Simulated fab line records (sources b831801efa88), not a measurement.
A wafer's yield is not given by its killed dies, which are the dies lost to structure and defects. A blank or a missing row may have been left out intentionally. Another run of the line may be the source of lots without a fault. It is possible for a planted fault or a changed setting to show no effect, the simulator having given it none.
What tool caused it? || flow sky130 || 15 lots, 45 wafers sampled, at 3 steps of a route of 708

WHAT THE GAUGES SHOWED, per wafer
SKY_LDD_LDN_TW_MEAS_13. Usual: LDD_LDN_TW 1481, standard deviation 21.
{"lot": "L116", "measured": "day 22 19:48", "on": "film-metro-03", "LDD_LDN_TW": "1467 1460 1461", "flag": ""}
{"lot": "L118", "measured": "day 23 23:37", "on": "film-metro-02", "LDD_LDN_TW": "1494 1496 1487", "flag": ""}
{"lot": "L119", "measured": "day 24 06:46", "on": "film-metro-02", "LDD_LDN_TW": "1497 1507 1505", "flag": ""}
{"lot": "L120", "measured": "day 24 20:43", "on": "film-metro-01", "LDD_LDN_TW": "1477 1483 1479", "flag": ""}
{"lot": "L122", "measured": "day 25 09:32", "on": "film-metro-03", "LDD_LDN_TW": "1455 1448 1462", "flag": ""}
{"lot": "L124", "measured": "day 26 11:31", "on": "film-metro-02", "LDD_LDN_TW": "31 31 30", "flag": "OFF"}
{"lot": "L125", "measured": "day 26 12:11", "on": "film-metro-01", "LDD_LDN_TW": "30 30 30", "flag": "OFF"}
{"lot": "L126", "measured": "day 26 19:25", "on": "film-metro-01", "LDD_LDN_TW": "30 30 30", "flag": "OFF"}
{"lot": "L131", "measured": "day 29 05:55", "on": "film-metro-03", "LDD_LDN_TW": "1445 1451 1450", "flag": ""}
{"lot": "L132", "measured": "day 30 03:51", "on": "film-metro-03", "LDD_LDN_TW": "1453 1464 1464", "flag": ""}
{"lot": "L134", "measured": "day 30 04:45", "on": "film-metro-02", "LDD_LDN_TW": "1506 1514 1502", "flag": ""}
{"lot": "L136", "measured": "day 30 07:29", "on": "film-metro-03", "LDD_LDN_TW": "1459 1466 1468", "flag": ""}
{"lot": "L135", "measured": "day 30 12:41", "on": "film-metro-02", "LDD_LDN_TW": "1511 1505 1505", "flag": ""}
{"lot": "L138", "measured": "day 30 15:15", "on": "film-metro-02", "LDD_LDN_TW": "1505 1500 1502", "flag": ""}
{"lot": "L137", "measured": "day 30 16:40", "on": "film-metro-02", "LDD_LDN_TW": "1512 1503 1509", "flag": ""}

WHAT TOOL EACH LOT RAN ON (gives the tool, then ch and the chambers of the sampled wafers, and finally the start)
{"lot": "L116", "SKY_LDD_HVP_STRIP_09": "plasma-asher-03 ch 0,1, day 21 12:49", "SKY_LDD_LDN_STRIP_12": "plasma-asher-04 ch 0,1, day 22 19:42"}
{"lot": "L118", "SKY_LDD_HVP_STRIP_09": "plasma-asher-03 ch 0,1, day 22 17:13", "SKY_LDD_LDN_STRIP_12": "plasma-asher-02 ch 0,1, day 23 23:31"}
{"lot": "L119", "SKY_LDD_HVP_STRIP_09": "plasma-asher-03 ch 0,1, day 23 01:10", "SKY_LDD_LDN_STRIP_12": "plasma-asher-02 ch 0, day 24 06:40"}
{"lot": "L120", "SKY_LDD_HVP_STRIP_09": "plasma-asher-03 ch 0,1, day 23 15:21", "SKY_LDD_LDN_STRIP_12": "plasma-asher-01 ch 0,1, day 24 20:37"}
{"lot": "L122", "SKY_LDD_HVP_STRIP_09": "plasma-asher-03 ch 0,1, day 24 04:05", "SKY_LDD_LDN_STRIP_12": "plasma-asher-02 ch 0,1, day 25 09:27"}
{"lot": "L124", "SKY_LDD_HVP_STRIP_09": "plasma-asher-01 ch 0,1, day 25 05:36", "SKY_LDD_LDN_STRIP_12": "plasma-asher-04 ch 0,1, day 26 11:26"}
{"lot": "L125", "SKY_LDD_HVP_STRIP_09": "plasma-asher-03 ch 0,1, day 25 06:31", "SKY_LDD_LDN_STRIP_12": "plasma-asher-02 ch 0, day 26 12:04"}
{"lot": "L126", "SKY_LDD_HVP_STRIP_09": "plasma-asher-01 ch 0,1, day 25 14:46", "SKY_LDD_LDN_STRIP_12": "plasma-asher-02 ch 0,1, day 26 19:19"}
{"lot": "L131", "SKY_LDD_HVP_STRIP_09": "plasma-asher-04 ch 0,1, day 28 00:40", "SKY_LDD_LDN_STRIP_12": "plasma-asher-04 ch 0,1, day 29 05:49"}
{"lot": "L132", "SKY_LDD_HVP_STRIP_09": "plasma-asher-04 ch 1, day 28 23:31", "SKY_LDD_LDN_STRIP_12": "plasma-asher-01 ch 1, day 30 03:45"}
{"lot": "L134", "SKY_LDD_HVP_STRIP_09": "plasma-asher-04 ch 0,1, day 29 00:53", "SKY_LDD_LDN_STRIP_12": "plasma-asher-01 ch 0,1, day 30 04:39"}
{"lot": "L136", "SKY_LDD_HVP_STRIP_09": "plasma-asher-04 ch 0,1, day 29 04:05", "SKY_LDD_LDN_STRIP_12": "plasma-asher-01 ch 0,1, day 30 07:25"}
{"lot": "L135", "SKY_LDD_HVP_STRIP_09": "plasma-asher-04 ch 0,1, day 29 09:16", "SKY_LDD_LDN_STRIP_12": "plasma-asher-04 ch 0,1, day 30 12:34"}
{"lot": "L138", "SKY_LDD_HVP_STRIP_09": "plasma-asher-04 ch 0,1, day 29 12:46", "SKY_LDD_LDN_STRIP_12": "plasma-asher-04 ch 0,1, day 30 15:09"}
{"lot": "L137", "SKY_LDD_HVP_STRIP_09": "plasma-asher-03 ch 0,1, day 29 14:15", "SKY_LDD_LDN_STRIP_12": "plasma-asher-02 ch 0,1, day 30 16:34"}
- SKY_LDD_HVP_STRIP_09: strips in O2/N2.
- SKY_LDD_LDN_STRIP_12: strips in O2/N2.

WHAT THE TOOLS THEMSELVES READ (means of the sampled wafers that have a number; where no wafer has one, the mark that the record gives instead)
SKY_LDD_HVP_STRIP_09. Usual: chamber-pressure-mTorr 1499.9 mTorr, standard deviation 1.4; drypump-motor-current-A 5.57 A, standard deviation 0.3; oes-product-au 0.408 a.u., standard deviation 0.0045; strip-time-to-endpoint-s 4.135 s, standard deviation 0.014.
{"lot": "L116", "tool": "plasma-asher-03", "chamber-pressure-mTorr (mTorr)": 1500.3, "drypump-motor-current-A (A)": 5.80, "oes-product-au (a.u.)": 0.410, "strip-time-to-endpoint-s (s)": 4.143, "flag": ""}
{"lot": "L118", "tool": "plasma-asher-03", "chamber-pressure-mTorr (mTorr)": 1500.5, "drypump-motor-current-A (A)": 5.83, "oes-product-au (a.u.)": 0.403, "strip-time-to-endpoint-s (s)": 4.134, "flag": ""}
{"lot": "L119", "tool": "plasma-asher-03", "chamber-pressure-mTorr (mTorr)": 1501.5, "drypump-motor-current-A (A)": 5.85, "oes-product-au (a.u.)": 0.411, "strip-time-to-endpoint-s (s)": 4.123, "flag": ""}
{"lot": "L120", "tool": "plasma-asher-03", "chamber-pressure-mTorr (mTorr)": 1500.0, "drypump-motor-current-A (A)": 5.82, "oes-product-au (a.u.)": 0.411, "strip-time-to-endpoint-s (s)": 4.146, "flag": ""}
{"lot": "L122", "tool": "plasma-asher-03", "chamber-pressure-mTorr (mTorr)": 1499.6, "drypump-motor-current-A (A)": 5.83, "oes-product-au (a.u.)": 0.406, "strip-time-to-endpoint-s (s)": 4.116, "flag": ""}
{"lot": "L124", "tool": "plasma-asher-01", "chamber-pressure-mTorr (mTorr)": "-", "drypump-motor-current-A (A)": "-", "oes-product-au (a.u.)": "-", "strip-time-to-endpoint-s (s)": "-", "flag": "OFF"}
{"lot": "L125", "tool": "plasma-asher-03", "chamber-pressure-mTorr (mTorr)": "-", "drypump-motor-current-A (A)": "-", "oes-product-au (a.u.)": "-", "strip-time-to-endpoint-s (s)": "-", "flag": "OFF"}
{"lot": "L126", "tool": "plasma-asher-01", "chamber-pressure-mTorr (mTorr)": "-", "drypump-motor-current-A (A)": "-", "oes-product-au (a.u.)": "-", "strip-time-to-endpoint-s (s)": "-", "flag": "OFF"}
{"lot": "L131", "tool": "plasma-asher-04", "chamber-pressure-mTorr (mTorr)": 1498.2, "drypump-motor-current-A (A)": 5.45, "oes-product-au (a.u.)": 0.412, "strip-time-to-endpoint-s (s)": 4.146, "flag": ""}
{"lot": "L132", "tool": "plasma-asher-04", "chamber-pressure-mTorr (mTorr)": 1500.8, "drypump-motor-current-A (A)": 5.28, "oes-product-au (a.u.)": 0.411, "strip-time-to-endpoint-s (s)": 4.127, "flag": ""}
{"lot": "L134", "tool": "plasma-asher-04", "chamber-pressure-mTorr (mTorr)": 1499.2, "drypump-motor-current-A (A)": 5.44, "oes-product-au (a.u.)": 0.402, "strip-time-to-endpoint-s (s)": 4.139, "flag": ""}
{"lot": "L136", "tool": "plasma-asher-04", "chamber-pressure-mTorr (mTorr)": 1500.2, "drypump-motor-current-A (A)": 5.37, "oes-product-au (a.u.)": 0.407, "strip-time-to-endpoint-s (s)": 4.130, "flag": ""}
{"lot": "L135", "tool": "plasma-asher-04", "chamber-pressure-mTorr (mTorr)": 1500.2, "drypump-motor-current-A (A)": 5.46, "oes-product-au (a.u.)": 0.410, "strip-time-to-endpoint-s (s)": 4.130, "flag": ""}
{"lot": "L138", "tool": "plasma-asher-04", "chamber-pressure-mTorr (mTorr)": 1501.4, "drypump-motor-current-A (A)": 5.46, "oes-product-au (a.u.)": 0.409, "strip-time-to-endpoint-s (s)": 4.150, "flag": ""}
{"lot": "L137", "tool": "plasma-asher-03", "chamber-pressure-mTorr (mTorr)": 1499.2, "drypump-motor-current-A (A)": 5.82, "oes-product-au (a.u.)": 0.409, "strip-time-to-endpoint-s (s)": 4.119, "flag": ""}

SKY_LDD_LDN_STRIP_12. Usual: chamber-pressure-mTorr 1500.2 mTorr, standard deviation 1.4; drypump-motor-current-A 5.7 A, standard deviation 0.39; oes-product-au 0.716 a.u., standard deviation 0.0045; strip-time-to-endpoint-s 14.19 s, standard deviation 0.043.
{"lot": "L116", "tool": "plasma-asher-04", "chamber-pressure-mTorr (mTorr)": 1499.4, "drypump-motor-current-A (A)": 5.4, "oes-product-au (a.u.)": 0.712, "strip-time-to-endpoint-s (s)": 14.17, "flag": ""}
{"lot": "L118", "tool": "plasma-asher-02", "chamber-pressure-mTorr (mTorr)": 1500.1, "drypump-motor-current-A (A)": 6.0, "oes-product-au (a.u.)": 0.711, "strip-time-to-endpoint-s (s)": 14.17, "flag": ""}
{"lot": "L119", "tool": "plasma-asher-02", "chamber-pressure-mTorr (mTorr)": 1500.3, "drypump-motor-current-A (A)": 6.0, "oes-product-au (a.u.)": 0.716, "strip-time-to-endpoint-s (s)": 14.21, "flag": ""}
{"lot": "L120", "tool": "plasma-asher-01", "chamber-pressure-mTorr (mTorr)": 1499.4, "drypump-motor-current-A (A)": 5.1, "oes-product-au (a.u.)": 0.712, "strip-time-to-endpoint-s (s)": 14.21, "flag": ""}
{"lot": "L122", "tool": "plasma-asher-02", "chamber-pressure-mTorr (mTorr)": 1500.1, "drypump-motor-current-A (A)": 6.0, "oes-product-au (a.u.)": 0.712, "strip-time-to-endpoint-s (s)": 14.20, "flag": ""}
{"lot": "L124", "tool": "plasma-asher-04", "chamber-pressure-mTorr (mTorr)": 1500.9, "drypump-motor-current-A (A)": 5.4, "oes-product-au (a.u.)": 0.718, "strip-time-to-endpoint-s (s)": 18.71, "flag": "OFF"}
{"lot": "L125", "tool": "plasma-asher-02", "chamber-pressure-mTorr (mTorr)": 1498.9, "drypump-motor-current-A (A)": 6.0, "oes-product-au (a.u.)": 0.715, "strip-time-to-endpoint-s (s)": 18.72, "flag": "OFF"}
{"lot": "L126", "tool": "plasma-asher-02", "chamber-pressure-mTorr (mTorr)": 1499.3, "drypump-motor-current-A (A)": 6.0, "oes-product-au (a.u.)": 0.718, "strip-time-to-endpoint-s (s)": 18.83, "flag": "OFF"}
{"lot": "L131", "tool": "plasma-asher-04", "chamber-pressure-mTorr (mTorr)": 1499.2, "drypump-motor-current-A (A)": 5.4, "oes-product-au (a.u.)": 0.718, "strip-time-to-endpoint-s (s)": 14.15, "flag": ""}
{"lot": "L132", "tool": "plasma-asher-01", "chamber-pressure-mTorr (mTorr)": 1501.5, "drypump-motor-current-A (A)": 4.9, "oes-product-au (a.u.)": 0.713, "strip-time-to-endpoint-s (s)": 14.12, "flag": ""}
{"lot": "L134", "tool": "plasma-asher-01", "chamber-pressure-mTorr (mTorr)": 1500.9, "drypump-motor-current-A (A)": 5.3, "oes-product-au (a.u.)": 0.713, "strip-time-to-endpoint-s (s)": 14.19, "flag": ""}
{"lot": "L136", "tool": "plasma-asher-01", "chamber-pressure-mTorr (mTorr)": 1499.2, "drypump-motor-current-A (A)": 5.4, "oes-product-au (a.u.)": 0.714, "strip-time-to-endpoint-s (s)": 14.18, "flag": ""}
{"lot": "L135", "tool": "plasma-asher-04", "chamber-pressure-mTorr (mTorr)": 1501.4, "drypump-motor-current-A (A)": 5.4, "oes-product-au (a.u.)": 0.713, "strip-time-to-endpoint-s (s)": 14.14, "flag": ""}
{"lot": "L138", "tool": "plasma-asher-04", "chamber-pressure-mTorr (mTorr)": 1500.4, "drypump-motor-current-A (A)": 5.4, "oes-product-au (a.u.)": 0.716, "strip-time-to-endpoint-s (s)": 14.24, "flag": ""}
{"lot": "L137", "tool": "plasma-asher-02", "chamber-pressure-mTorr (mTorr)": 1500.1, "drypump-motor-current-A (A)": 6.0, "oes-product-au (a.u.)": 0.714, "strip-time-to-endpoint-s (s)": 14.14, "flag": ""}

THE ANSWER, worked out from the rows above alone
Rule: take the mean of a lot's wafers that have a number; if it is more than 3 standard deviations from the usual mean, the lot is off. A lot without any number at a reading at which 4 lots or more have one is off too. Any other lot the step has rows for is counted as sound. Order of review: gauges by route order, followed by the tools' own readings, for which a lot's mean as printed above is used. At the first step where some lot is off, the reading lying furthest off is the one used; lots without a number count as furthest.
Off: L124, L125, L126, seen at SKY_LDD_LDN_TW_MEAS_13 (LDD_LDN_TW).
A tool fits if, at a process step before that reading, it ran every lot that is off, and no sound lot after the first of them. The gauges at SKY_LDD_LDN_TW_MEAS_13 aren't tried: what is off there is off at SKY_LDD_HVP_STRIP_09 too, on other tools, and a gauge's error can't cause that. Of those tried, none fits.

WHAT THE SIMULATOR PUT IN
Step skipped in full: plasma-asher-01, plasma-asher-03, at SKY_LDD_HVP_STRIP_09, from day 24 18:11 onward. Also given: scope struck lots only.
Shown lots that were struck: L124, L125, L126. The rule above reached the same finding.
